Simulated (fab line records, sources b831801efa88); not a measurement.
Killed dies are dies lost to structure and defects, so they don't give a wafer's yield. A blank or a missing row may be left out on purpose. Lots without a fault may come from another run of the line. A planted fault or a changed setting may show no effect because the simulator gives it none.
fab line records | flow gf180mcu
record lots=24 wafers=72 last_day=34
route steps=602 shown V4@498 MIM@508 V5@543
lots that met no fault: from a run of the same line without faults
start_h: hours from the record's first day to the start of the lot's first wafer shown | wait_h: hours since the lot's step before | " the same as in the row above | L1.1+2: a row that stands for several wafers | - no value, or no start given | * or withheld: withheld | < > ~ a bound
route shown NAME@n: a module of which the file shows steps, and the number in the route of the first | usual: mean/standard deviation of fault-free wafers | same: alike in all rows | chamber/n: place in a boat | sites: the reading at each site | _std_site: their standard deviation | _edge_site: outer sites' mean less inner sites' | radius_mm: how far each site lies from the wafer's centre | mask NAME#n: copy n | behind: the tool/chamber that last shaped the wafer | hold: why the lot was held/for how many hours/how that ended | device: the transistor (n, p or np) that didn't switch | end of line: the same wafers' tests at the end of the route | a step without rows: its recipe alone | killed: dies lost to structure and defects at the first sort, not the wafer's yield | map: a wafer's dies, x killed, . not, _ none there
set.NAME: the setting as run; set.NAME@STEP: as run at that earlier step | model.NAME: the simulator's own value behind a step, which no gauge read
steps of the route over a sample of lots; a table a step, a row a wafer
services: from which hour (start_h, from the record's first day; less than 0 if before it) a tool's chamber was out of use, for how many hours, and why
## steps
# step GF_V4_SPUTTER_22
# recipe material=TiN target_thk_nm=10 chamber_pressure_pa=5 power_w=4000 time_s=40
# usual cathode_dc_power_W=4000.0/0.71 throttle_valve_pct=30.5/0.98
# same time_s=40
# columns lot.wafer tool chamber start_h wait_h cathode_dc_power_W throttle_valve_pct
L074.1 pvd_sputter-04 - 570.82 0.0 4001.1 30.8
L074.2 " - " " 3999.5 28.8
L074.5 " - " " 4000.1 30.3
L075.2 pvd_sputter-03 - 579.83 0.0 4000.3 30.4
L075.3 " - " " 3999.8 29.7
L075.4 " - " " 4000.3 31.5
L076.1 pvd_sputter-01 - 588.00 0.0 3999.9 29.0
L076.3 " - " " 4001.2 31.8
L076.5 " - " " 4000.2 29.5
L077.1 pvd_sputter-03 - 588.39 0.0 4000.7 31.0
L077.2 " - " " 4001.3 31.7
L077.4 " - " " 3999.8 29.8
L078.3 pvd_sputter-01 - 604.45 0.0 4000.4 29.2
L078.5 " - " " 4000.8 29.6
L078.6 " - " " 4000.3 31.6
L079.2 pvd_sputter-01 - 606.78 0.0 3999.8 29.4
L079.4 " - " " 4000.3 29.3
L079.6 " - " " 3999.8 31.8
L080.3 pvd_sputter-03 - 617.98 0.0 4001.1 30.4
L080.5 " - " " 4000.4 31.4
L080.6 " - " " 4001.2 31.1
L081.2 pvd_sputter-03 - 625.94 0.0 3999.2 30.7
L081.3 " - " " 4000.1 30.9
L081.6 " - " " 3999.4 30.5
L082.1 pvd_sputter-04 - 630.36 0.0 3999.1 30.9
L082.2 " - " " 4000.9 30.3
L082.5 " - " " 4000.2 29.1
L083.4 pvd_sputter-03 - 633.35 0.0 3999.0 31.1
L083.5 " - " " 3998.3 31.5
L083.6 " - " " 3998.5 31.1
L084.1 pvd_sputter-03 - 646.09 0.0 3999.3 30.9
L084.3 " - " " 4000.2 30.5
L084.5 " - " " 3999.9 31.4
L085.1 pvd_sputter-01 - 650.97 0.0 4000.9 31.5
L085.3 " - " " 4000.6 31.7
L085.5 " - " " 3999.3 29.4
L086.1 pvd_sputter-04 - 658.25 0.0 3999.8 30.2
L086.3 " - " " 3999.7 30.9
L086.4 " - " " 4000.0 31.1
L087.2 pvd_sputter-04 - 663.81 0.0 4001.5 29.4
L087.4 " - " " 4000.2 30.4
L087.6 " - " " 4000.4 29.3
L088.1 pvd_sputter-03 - 673.73 0.0 3999.6 29.8
L088.4 " - " " 3999.3 30.8
L088.6 " - " " 3999.2 30.4
L089.2 pvd_sputter-04 - 683.63 0.0 4000.0 31.0
L089.3 " - " " 4001.1 29.1
L089.4 " - " " 3999.6 30.7
L090.1 pvd_sputter-01 - 693.27 0.0 4000.1 29.3
L090.4 " - " " 3999.7 28.4
L090.6 " - " " 4000.2 28.2
L091.3 pvd_sputter-01 - 695.27 0.0 4001.1 31.5
L091.5 " - " " 3999.7 31.1
L091.6 " - " " 4000.6 31.5
L092.1 pvd_sputter-04 - 699.75 0.0 3999.1 29.3
L092.3 " - " " 3999.8 31.2
L092.4 " - " " 3999.9 31.0
L093.2 pvd_sputter-04 - 709.78 0.0 3999.1 30.2
L093.3 " - " " 4000.1 31.0
L093.4 " - " " 4000.3 31.3
L094.1 pvd_sputter-01 - 711.01 0.0 3999.2 28.4
L094.2 " - " " 4000.5 31.3
L094.5 " - " " 4001.3 28.3
L095.2 pvd_sputter-03 - 717.11 0.0 4001.2 31.1
L095.3 " - " " 4001.6 30.4
L095.6 " - " " 3999.5 29.6
L096.1 pvd_sputter-03 - 735.10 0.0 3999.8 31.5
L096.4 " - " " 3999.7 29.8
L096.6 " - " " 3999.7 30.3
L097.2 pvd_sputter-03 - 735.85 0.0 3999.3 31.5
L097.5 " - " " 3999.9 31.0
L097.6 " - " " 3999.3 31.1
# step GF_V4_CMP_26
# recipe stop_on=SiO2 down_force_psi=3.5 platen_rpm=60 t_overpolish_s=15 target_thk_nm=0 pad_velocity_m_s=0.94248
# usual motor_current_A=10.8/1 overpolish_run_s=15.000/0.0088 platen_rpm=59.99/0.037 time_to_endpoint_s=85/3.6
# columns lot.wafer tool chamber start_h wait_h motor_current_A overpolish_run_s platen_rpm time_to_endpoint_s
L074.1 cmp-02 3 571.15 0.1 11.0 15.012 60.05 87
L074.2 " 0 " " 10.8 14.998 60.02 88
L074.5 " 3 " " 11.5 14.996 60.02 83
L075.4 cmp-01 1 580.23 0.1 10.1 14.989 60.00 86
L075.3 " 2 " " 10.2 14.994 60.03 94
L075.2 " 0 " " 10.5 15.007 60.03 87
L076.1 cmp-01 2 588.34 0.1 10.0 14.988 60.01 90
L076.3 " 0 " " 10.5 15.005 60.00 83
L076.5 " 2 " " 9.9 14.997 60.01 90
L077.2 cmp-01 2 588.72 0.0 9.8 15.015 60.00 93
L077.4 " 0 " " 10.5 14.996 60.00 91
L077.1 " 1 " " 10.5 15.010 59.97 86
L078.3 cmp-01 0 604.79 0.0 10.3 14.994 60.01 90
L078.5 " 0 " " 10.6 14.997 59.96 89
L078.6 " 1 " " 10.6 14.989 60.00 87
L079.4 cmp-02 0 607.16 0.1 10.1 14.985 60.04 85
L079.2 " 1 " " 11.3 14.996 60.00 87
L079.6 " 0 " " 10.6 15.002 60.02 84
L080.3 cmp-02 3 618.46 0.2 11.1 15.010 60.06 86
L080.5 " 0 " " 10.7 14.986 60.01 86
L080.6 " 1 " " 11.4 14.998 60.00 85
L081.3 cmp-02 1 626.28 0.0 10.8 14.993 59.99 87
L081.2 " 2 " " 12.6 15.001 59.98 83
L081.6 " 1 " " 10.8 15.010 59.98 87
L082.1 cmp-01 1 630.69 0.1 10.7 14.999 59.93 89
L082.2 " 2 " " 10.2 15.001 60.06 95
L082.5 " 2 " " 10.1 14.992 59.98 89
L083.4 cmp-02 3 633.84 0.2 10.9 14.995 60.05 80
L083.5 " 0 " " 10.2 15.006 59.98 79
L083.6 " 1 " " 11.4 14.986 60.03 78
L084.1 cmp-01 0 646.52 0.1 10.4 15.004 59.95 87
L084.3 " 1 " " 10.2 15.009 60.02 87
L084.5 " 2 " " 10.4 15.010 59.91 93
L085.1 cmp-02 2 651.41 0.1 13.0 14.997 59.98 79
L085.3 " 3 " " 11.3 14.994 59.95 79
L085.5 " 1 " " 11.1 14.995 60.01 80
L086.4 cmp-01 1 658.64 0.1 10.6 14.990 60.02 85
L086.3 " 2 " " 10.3 14.996 59.99 92
L086.1 " 3 " " 9.2 15.006 60.04 83
L087.4 cmp-01 1 664.19 0.1 10.2 14.987 59.96 84
L087.2 " 2 " " 10.2 14.992 59.99 88
L087.6 " 1 " " 10.6 15.000 59.98 88
L088.4 cmp-01 0 674.56 0.5 10.1 15.004 59.94 85
L088.1 " 2 " " 9.8 14.986 59.96 89
L088.6 " 3 " " 9.3 15.005 60.04 82
L089.2 cmp-02 1 683.97 0.0 10.9 15.016 60.03 84
L089.4 " 3 " " 11.2 15.003 60.02 84
L089.3 " 0 " " 10.4 15.007 60.01 80
L090.1 cmp-02 3 693.61 0.1 11.7 15.010 60.04 78
L090.4 " 0 " " 10.5 14.999 59.94 80
L090.6 " 0 " " 10.8 15.007 59.96 81
L091.3 cmp-02 0 695.66 0.1 10.7 14.999 59.93 87
L091.5 " 3 " " 10.9 15.001 59.93 83
L091.6 " 0 " " 11.0 15.000 59.97 84
L092.1 cmp-02 2 700.08 0.1 12.8 15.010 59.99 86
L092.4 " 3 " " 11.2 14.993 59.99 87
L092.3 " 0 " " 10.8 14.998 59.98 84
L093.4 cmp-02 1 710.16 0.1 11.1 15.007 60.00 85
L093.3 " 2 " " 13.0 14.987 59.99 86
L093.2 " 0 " " 11.0 15.001 59.98 83
L094.1 cmp-02 1 711.41 0.1 11.1 15.026 59.98 87
L094.2 " 3 " " 11.4 14.995 59.95 86
L094.5 " 1 " " 11.8 14.995 60.04 86
L095.2 cmp-02 1 717.44 0.0 10.7 15.015 60.07 81
L095.3 " 2 " " 12.6 15.015 60.01 82
L095.6 " 1 " " 11.4 15.001 59.98 80
L096.1 cmp-02 0 735.53 0.1 10.7 14.983 59.99 87
L096.4 " 1 " " 10.9 14.994 59.99 89
L096.6 " 2 " " 13.1 14.997 60.01 89
L097.2 cmp-01 0 736.23 0.1 10.2 14.999 60.04 85
L097.5 " 3 " " 9.3 14.992 59.93 78
L097.6 " 0 " " 10.1 15.003 59.97 86
# step GF_MIM_CVD_05
# recipe material=Si3N4 target_thk_nm=42 temp_max_c=400 temp_c=385 time_s=29.086 rf_w=450
# usual heater_power_w=599/86 susceptor_temp_C=385.02/0.24 temp_max_c=400.03/0.26
# same time_s=29.086
# columns lot.wafer tool chamber start_h wait_h heater_power_w susceptor_temp_C temp_max_c
L074.1 pecvd-04 0 571.67 0.0 672 384.94 399.77
L074.2 " 1 " " 576 384.79 400.33
L074.5 " 0 " " 676 384.58 399.81
L075.2 pecvd-02 1 580.75 0.0 523 385.05 399.73
L075.3 " 2 " " 509 384.68 399.61
L075.4 " 2 " " 397 384.96 399.79
L076.1 pecvd-03 0 588.86 0.0 650 385.23 399.93
L076.3 " 1 " " 567 384.64 399.89
L076.5 " 0 " " 636 385.17 399.64
L077.1 pecvd-02 0 589.24 0.0 771 385.35 400.67
L077.2 " 2 " " 491 385.52 399.88
L077.4 " 0 " " 767 385.08 400.36
L078.3 pecvd-02 0 605.31 0.0 690 385.21 400.25
L078.5 " 1 " " 624 384.80 399.99
L078.6 " 0 " " 681 385.31 400.17
L079.2 pecvd-04 0 607.64 0.0 740 385.02 400.03
L079.4 " 1 " " 603 385.18 399.96
L079.6 " 2 " " 570 385.07 400.24
L080.3 pecvd-02 1 618.83 0.0 586 385.15 400.11
L080.5 " 2 " " 501 384.51 399.68
L080.6 " 0 " " 744 385.02 400.09
L081.2 pecvd-04 0 626.80 0.0 613 385.13 399.97
L081.3 " 1 " " 600 385.05 399.82
L081.6 " 1 " " 594 384.53 400.06
L082.1 pecvd-03 0 631.21 0.0 580 385.24 400.48
L082.2 " 2 " " 523 385.30 400.00
L082.5 " 0 " " 575 384.82 399.87
L083.4 pecvd-04 2 634.22 0.0 562 385.39 400.35
L083.5 " 1 " " 553 384.80 399.91
L083.6 " 0 " " 683 385.14 400.09
L084.1 pecvd-03 2 646.95 0.0 496 385.09 399.78
L084.3 " 1 " " 556 385.20 399.50
L084.5 " 0 " " 572 385.00 399.81
L085.1 pecvd-03 0 651.83 0.0 638 385.27 399.86
L085.3 " 2 " " 509 385.04 400.45
L085.5 " 0 " " 638 385.14 399.96
L086.1 pecvd-02 0 659.11 0.0 757 385.07 399.97
L086.3 " 2 " " 465 384.60 400.39
L086.4 " 0 " " 758 385.19 400.29
L087.2 pecvd-04 1 664.66 0.0 586 385.30 399.44
L087.4 " 1 " " 586 385.36 399.96
L087.6 " 2 " " 636 384.81 399.82
L088.1 pecvd-04 2 675.03 0.0 517 385.10 399.66
L088.4 " 2 " " 520 384.96 400.07
L088.6 " 1 " " 623 385.38 399.95
L089.2 pecvd-04 0 684.49 0.0 636 385.04 400.49
L089.3 " 1 " " 558 384.83 400.20
L089.4 " 0 " " 668 385.24 400.33
L090.1 pecvd-04 1 694.13 0.0 583 385.02 400.06
L090.4 " 0 " " 648 384.91 399.93
L090.6 " 2 " " 534 384.95 399.81
L091.3 pecvd-03 0 696.13 0.0 579 385.08 400.04
L091.5 " 0 " " 594 384.69 399.96
L091.6 " 2 " " 457 385.01 400.19
L092.1 pecvd-02 0 700.61 0.0 754 384.59 399.69
L092.3 " 2 " " 483 385.00 400.02
L092.4 " 1 " " 564 384.93 400.44
L093.2 pecvd-02 0 710.68 0.0 704 385.08 399.96
L093.3 " 2 " " 502 384.83 399.89
L093.4 " 2 " " 509 384.95 400.16
L094.1 pecvd-03 1 711.88 0.0 587 385.26 400.02
L094.2 " 2 " " 455 384.81 400.13
L094.5 " 2 " " 474 384.65 399.98
L095.2 pecvd-02 0 717.96 0.0 769 384.91 400.20
L095.3 " 2 " " 457 384.65 400.35
L095.6 " 2 " " 490 384.89 400.58
L096.1 pecvd-04 0 735.95 0.0 747 384.93 399.71
L096.4 " 2 " " 642 385.10 399.91
L096.6 " 0 " " 738 385.34 400.00
L097.2 pecvd-02 0 736.71 0.0 737 384.76 400.56
L097.5 " 2 " " 482 385.09 399.37
L097.6 " 1 " " 548 385.01 400.23
# step GF_MIM_THK_MEAS_06
# recipe reads=Si3N4_of_MIM_CVD_05
# usual MIM_CVD_05_THK=42.0/0.58
# columns lot.wafer tool chamber start_h wait_h MIM_CVD_05_THK[nm]
L074.1 film_metro-01 - 571.71 0.0 40.9
L074.2 " - " " 41.6
L074.5 " - " " 41.5
L075.2 film_metro-04 - 580.79 0.0 41.8
L075.3 " - " " 41.2
L075.4 " - " " 42.3
L076.1 film_metro-01 - 588.89 0.0 41.7
L076.3 " - " " 41.9
L076.5 " - " " 41.8
L077.1 film_metro-01 - 589.27 0.0 41.9
L077.2 " - " " 41.8
L077.4 " - " " 42.3
L078.3 film_metro-02 - 605.36 0.0 41.8
L078.5 " - " " 42.2
L078.6 " - " " 41.9
L079.2 film_metro-04 - 607.68 0.0 40.7
L079.4 " - " " 42.1
L079.6 " - " " 41.7
L080.3 film_metro-01 - 618.88 0.0 42.3
L080.5 " - " " 42.5
L080.6 " - " " 42.4
L081.2 film_metro-02 - 626.84 0.0 41.0
L081.3 " - " " 42.0
L081.6 " - " " 42.1
L082.1 film_metro-04 - 631.25 0.0 42.4
L082.2 " - " " 42.1
L082.5 " - " " 42.9
L083.4 film_metro-01 - 634.27 0.0 42.2
L083.5 " - " " 42.6
L083.6 " - " " 42.3
L084.1 film_metro-01 - 646.98 0.0 42.2
L084.3 " - " " 42.2
L084.5 " - " " 42.5
L085.1 film_metro-01 - 651.86 0.0 42.3
L085.3 " - " " 41.5
L085.5 " - " " 42.7
L086.1 film_metro-04 - 659.14 0.0 40.8
L086.3 " - " " 41.7
L086.4 " - " " 42.2
L087.2 film_metro-01 - 664.71 0.0 42.4
L087.4 " - " " 42.7
L087.6 " - " " 43.0
L088.1 film_metro-01 - 675.07 0.0 41.1
L088.4 " - " " 41.7
L088.6 " - " " 41.3
L089.2 film_metro-01 - 684.53 0.0 41.2
L089.3 " - " " 41.6
L089.4 " - " " 41.3
L090.1 film_metro-02 - 694.16 0.0 41.6
L090.4 " - " " 42.5
L090.6 " - " " 43.0
L091.3 film_metro-04 - 696.18 0.0 41.3
L091.5 " - " " 41.8
L091.6 " - " " 41.9
L092.1 film_metro-04 - 700.64 0.0 40.7
L092.3 " - " " 41.6
L092.4 " - " " 42.2
L093.2 film_metro-04 - 710.73 0.0 41.9
L093.3 " - " " 42.1
L093.4 " - " " 42.5
L094.1 film_metro-02 - 711.92 0.0 42.4
L094.2 " - " " 42.2
L094.5 " - " " 42.7
L095.2 film_metro-02 - 718.00 0.0 42.1
L095.3 " - " " 41.8
L095.6 " - " " 42.8
L096.1 film_metro-02 - 736.06 0.1 41.1
L096.4 " - " " 42.7
L096.6 " - " " 42.0
L097.2 film_metro-04 - 736.75 0.0 42.2
L097.5 " - " " 43.1
L097.6 " - " " 43.3
# step GF_MIM_THK_MEAS_11
# recipe thk_meas_gauge=xrf reads=AlCu_of_MIM_SPUTTER_08
# usual MIM_ALCU_THK=201.0/2.7
# columns lot.wafer tool chamber start_h wait_h MIM_ALCU_THK[nm]
L074.1 film_metro-02 - 571.99 0.1 201.2
L074.2 " - " " 200.9
L074.5 " - " " 200.8
L075.2 film_metro-02 - 581.07 0.1 199.1
L075.3 " - " " 197.2
L075.4 " - " " 199.2
L076.1 film_metro-04 - 589.17 0.1 201.7
L076.3 " - " " 200.9
L076.5 " - " " 202.9
L077.1 film_metro-04 - 589.55 0.1 203.7
L077.2 " - " " 206.9
L077.4 " - " " 205.4
L078.3 film_metro-04 - 605.64 0.1 201.9
L078.5 " - " " 201.8
L078.6 " - " " 203.5
L079.2 film_metro-01 - 607.96 0.1 202.4
L079.4 " - " " 200.7
L079.6 " - " " 200.0
L080.3 film_metro-02 - 619.16 0.1 203.1
L080.5 " - " " 202.8
L080.6 " - " " 201.6
L081.2 film_metro-02 - 627.12 0.1 195.3
L081.3 " - " " 196.4
L081.6 " - " " 198.4
L082.1 film_metro-01 - 631.53 0.1 203.0
L082.2 " - " " 200.2
L082.5 " - " " 200.8
L083.4 film_metro-02 - 634.55 0.1 199.6
L083.5 " - " " 201.4
L083.6 " - " " 199.0
L084.1 film_metro-02 - 647.26 0.1 199.8
L084.3 " - " " 200.1
L084.5 " - " " 198.9
L085.1 film_metro-02 - 652.14 0.1 202.0
L085.3 " - " " 200.8
L085.5 " - " " 200.3
L086.1 film_metro-01 - 659.42 0.1 198.4
L086.3 " - " " 198.4
L086.4 " - " " 197.8
L087.2 film_metro-04 - 664.99 0.1 202.2
L087.4 " - " " 200.6
L087.6 " - " " 202.3
L088.1 film_metro-04 - 675.34 0.1 199.6
L088.4 " - " " 201.9
L088.6 " - " " 202.4
L089.2 film_metro-02 - 684.81 0.1 199.9
L089.3 " - " " 202.0
L089.4 " - " " 202.6
L090.1 film_metro-04 - 694.44 0.1 202.6
L090.4 " - " " 199.3
L090.6 " - " " 201.0
L091.3 film_metro-02 - 696.46 0.1 201.5
L091.5 " - " " 202.6
L091.6 " - " " 200.0
L092.1 film_metro-02 - 700.92 0.1 202.8
L092.3 " - " " 202.5
L092.4 " - " " 201.3
L093.2 film_metro-02 - 711.01 0.1 200.2
L093.3 " - " " 203.8
L093.4 " - " " 201.5
L094.1 film_metro-01 - 712.20 0.1 197.9
L094.2 " - " " 195.3
L094.5 " - " " 192.2
L095.2 film_metro-02 - 718.28 0.1 201.8
L095.3 " - " " 201.0
L095.6 " - " " 201.0
L096.1 film_metro-04 - 736.34 0.1 204.5
L096.4 " - " " 204.4
L096.6 " - " " 206.9
L097.2 film_metro-04 - 737.03 0.1 207.9
L097.5 " - " " 205.5
L097.6 " - " " 207.2
# step GF_V5_THK_MEAS_03
# recipe reads=SiO2_of_V5_CVD_02
# usual V5_CVD_02_THK=1460/19
# columns lot.wafer tool chamber start_h wait_h V5_CVD_02_THK[nm]
L074.1 film_metro-03 - 615.75 0.1 1441
L074.2 " - " " 1470
L074.5 " - " " 1496
L075.2 film_metro-01 - 624.17 0.1 1445
L075.3 " - " " 1460
L075.4 " - " " 1472
L077.1 film_metro-02 - 632.25 0.1 1484
L077.2 " - " " 1455
L077.4 " - " " 1492
L076.1 film_metro-01 - 632.36 0.1 1446
L076.3 " - " " 1447
L076.5 " - " " 1478
L078.3 film_metro-03 - 647.40 0.1 1474
L078.5 " - " " 1478
L078.6 " - " " 1489
L079.2 film_metro-01 - 649.50 0.1 1433
L079.4 " - " " 1462
L079.6 " - " " 1471
L080.3 film_metro-03 - 660.77 0.1 1444
L080.5 " - " " 1463
L080.6 " - " " 1457
L081.2 film_metro-03 - 673.26 0.1 1421
L081.3 " - " " 1458
L081.6 " - " " 1440
L082.1 film_metro-01 - 673.51 0.1 1448
L082.2 " - " " 1452
L082.5 " - " " 1484
L083.4 film_metro-01 - 674.66 0.0 1478
L083.5 " - " " 1465
L083.6 " - " " 1487
L084.1 film_metro-03 - 687.64 0.1 1454
L084.3 " - " " 1447
L084.5 " - " " 1477
L085.1 film_metro-01 - 691.14 0.1 1442
L085.3 " - " " 1442
L085.5 " - " " 1481
L086.1 film_metro-03 - 698.57 0.1 1431
L086.3 " - " " 1420
L086.4 " - " " 1448
L087.2 film_metro-03 - 703.53 0.1 1437
L087.4 " - " " 1463
L087.6 " - " " 1485
L088.1 film_metro-03 - 714.80 0.1 1453
L088.4 " - " " 1476
L088.6 " - " " 1479
L089.2 film_metro-02 - 723.05 0.1 1439
L089.3 " - " " 1464
L089.4 " - " " 1475
L090.1 film_metro-01 - 732.08 0.1 1441
L090.4 " - " " 1469
L090.6 " - " " 1463
L091.3 film_metro-01 - 733.44 0.1 1448
L091.5 " - " " 1454
L091.6 " - " " 1429
L092.1 film_metro-02 - 737.56 0.1 1469
L092.3 " - " " 1453
L092.4 " - " " 1468
L093.2 film_metro-02 - 747.72 0.1 1447
L093.3 " - " " 1461
L093.4 " - " " 1472
L094.1 film_metro-03 - 749.03 0.1 1431
L094.2 " - " " 1449
L094.5 " - " " 1422
L095.2 film_metro-01 - 754.56 0.1 1449
L095.3 " - " " 1419
L095.6 " - " " 1457
L096.1 film_metro-03 - 770.32 0.1 1430
L096.4 " - " " 1491
L096.6 " - " " 1489
L097.2 film_metro-03 - 771.30 0.1 1451
L097.5 " - " " 1507
L097.6 " - " " 1497
## services
# columns tool chamber start_h hours kind
pecvd-03 1 557.36 4.0 repair
cmp-01 - 572.11 4.0 pm
cmp-02 - 575.66 11.2 repair
cmp-01 - 576.11 - consumable_replace:conditioner
cmp-01 - 576.11 - consumable_replace:pad
cmp-02 - 586.88 19.9 pm
pvd_sputter-01 3 589.84 - consumable_replace:kit
pvd_sputter-01 3 589.84 18.0 scheduled_down
cmp-01 - 590.80 0.4 repair
pecvd-04 - 593.53 2.1 repair
cmp-01 - 606.97 16.2 pm
pecvd-04 1 642.24 10.6 repair
cmp-02 - 652.43 1.7 repair
pecvd-03 0 653.19 5.1 repair
pecvd-03 0 663.28 4.8 repair
pecvd-03 0 674.89 15.1 repair
pvd_sputter-01 - 689.69 1.0 repair
pecvd-04 0 690.07 2.8 repair
pecvd-04 - 709.33 2.8 pm
cmp-01 - 709.52 3.2 repair
cmp-02 - 714.14 2.4 pm
pecvd-03 - 714.71 0.6 repair
cmp-01 - 719.20 0.8 repair
pvd_sputter-04 - 729.22 5.4 repair
## key
fault none
